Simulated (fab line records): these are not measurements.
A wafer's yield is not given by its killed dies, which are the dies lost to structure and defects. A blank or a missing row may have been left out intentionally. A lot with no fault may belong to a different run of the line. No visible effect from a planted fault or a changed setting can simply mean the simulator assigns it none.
Check for tools in common | flow sky130 | 33 wafers sampled across 11 lots

WHY THIS WAS OPENED
At SKY_NWELL_THK_MEAS_02 the reading NWELL_OXIDATION_THK is flagged on 2 of 11 lots. Wafers without a fault read 10.08 nm, standard deviation 0.16.
Rule: a lot is flagged in two cases, either no wafer of it has a number, or all its wafers with numbers fall more than 4 standard deviations from that mean. The other lots count as sound.

lot  | measured    | on            | NWELL_OXIDATION_THK (nm), wafer by wafer | flag
L977 | day 2 10:52 | film metro-01 | 10.12 10.08 10.16                        |
L982 | day 3 13:05 | film metro-01 | 4.58 4.48 4.63                           | FLAGGED
L983 | day 3 20:10 | film metro-03 | 4.63 4.67 4.61                           | FLAGGED
L992 | day 6 11:55 | film metro-02 | 10.33 10.23 10.21                        |
L993 | day 6 11:55 | film metro-01 | 10.05 10.24 10.05                        |
L996 | day 6 18:35 | film metro-01 | 10.08 10.34 10.24                        |
L995 | day 6 18:39 | film metro-02 | 10.25 10.13 10.21                        |
L997 | day 6 20:01 | film metro-01 | 10.09 10.13 10.01                        |
L998 | day 7 07:46 | film metro-03 | 10.00 10.11 10.09                        |
L999 | day 7 07:46 | film metro-01 | 10.06 10.21 10.01                        |
L100 | day 7 17:59 | film metro-02 | 10.19 10.19 9.99                         |
The numbers of the flagged lots are 4.60 nm on average: -5.48 nm against the usual, or -34 standard deviations.

TOOL THAT RAN EACH LOT
Before the reading, the record contains 2 process steps out of a 708-step route. Cell contents, in order: the tool; ch with the chambers the sampled wafers went through; the start.
lot  | flag    | SKY_FIELD_ISO_ETCH_14             | SKY_NWELL_OXIDATION_01
L977 |         | rie diel-01 ch 0,2, day 2 04:49   | furnace-01 ch 0, day 2 09:28
L982 | FLAGGED | rie diel-01 ch 0,1,2, day 3 04:58 | furnace-01 ch 0, day 3 11:41
L983 | FLAGGED | rie diel-01 ch 0,1,2, day 3 13:16 | furnace-01 ch 0, day 3 18:46
L992 |         | rie diel-01 ch 0,2,3, day 5 11:58 | furnace-02 ch 0, day 6 10:31
L993 |         | rie diel-02 ch 1,2, day 5 16:19   | furnace-02 ch 0, day 6 10:31
L996 |         | rie diel-04 ch 0,2,3, day 6 08:37 | furnace-02 ch 0, day 6 17:12
L995 |         | rie diel-04 ch 0,1, day 6 02:07   | furnace-02 ch 0, day 6 17:12
L997 |         | rie diel-02 ch 0,1,3, day 6 13:28 | furnace-02 ch 0, day 6 18:35
L998 |         | rie diel-04 ch 0,2,3, day 7 00:49 | furnace-01 ch 0, day 7 06:22
L999 |         | rie diel-02 ch 0,2,3, day 7 01:52 | furnace-01 ch 0, day 7 06:22
L100 |         | rie diel-01 ch 1,2,3, day 7 11:13 | furnace-02 ch 0, day 7 16:35
These steps, and what they do:
- SKY_FIELD_ISO_ETCH_14: etches BARC in N2/H2, stops on SiO2, time 45.9 s, target depth 60 nm.
- SKY_NWELL_OXIDATION_01: stabilise 600 s, purge 300 s, target thk 10 nm.
- SKY_NWELL_THK_MEAS_02

FLAGGED AGAINST TOTAL, ONE TOOL AT A TIME (gauges that did the reading follow at the end)
step                   | tool          | lots run | flagged | share of the flagged lots | sound lots run after its first flagged lot
SKY_FIELD_ISO_ETCH_14  | rie diel-01   | 5        | 2       | all                       | 2 (L992,L100)
SKY_FIELD_ISO_ETCH_14  | rie diel-02   | 3        | 0       | none                      | -
SKY_FIELD_ISO_ETCH_14  | rie diel-04   | 3        | 0       | none                      | -
SKY_NWELL_OXIDATION_01 | furnace-01    | 5        | 2       | all                       | 2 (L998,L999)
SKY_NWELL_OXIDATION_01 | furnace-02    | 6        | 0       | none                      | -
SKY_NWELL_THK_MEAS_02  | film metro-01 | 6        | 1       | some                      | 4 (L993,L996,L997,L999)
SKY_NWELL_THK_MEAS_02  | film metro-02 | 3        | 0       | none                      | -
SKY_NWELL_THK_MEAS_02  | film metro-03 | 2        | 1       | some                      | 1 (L998)

THE TABLE: WHAT IT ALLOWS
2 rows of the table ran every flagged lot: rie diel-01 at SKY_FIELD_ISO_ETCH_14, furnace-01 at SKY_NWELL_OXIDATION_01.
- rie diel-01 at SKY_FIELD_ISO_ETCH_14: 2 of its 5 lots flagged. After the first flagged lot (L992, L100), sound lots still ran on it; a lasting fault on the whole tool would not permit that.
- furnace-01 at SKY_NWELL_OXIDATION_01: 2 of its 5 lots flagged. After the first flagged lot (L998, L999), sound lots still ran on it; a lasting fault on the whole tool would not permit that. Its own readings lie more than 4 standard deviations out on every wafer of the flagged lots: spike tc bottom C, spike tc centre C, spike tc lower C, spike tc top C, spike tc upper C, tube center temp C, tube_center_temp_C_max, zone power top pct.
Not one row of the table ran every flagged lot while running no sound lot after the first.

WHAT WAS PUT IN BY THE SIMULATOR
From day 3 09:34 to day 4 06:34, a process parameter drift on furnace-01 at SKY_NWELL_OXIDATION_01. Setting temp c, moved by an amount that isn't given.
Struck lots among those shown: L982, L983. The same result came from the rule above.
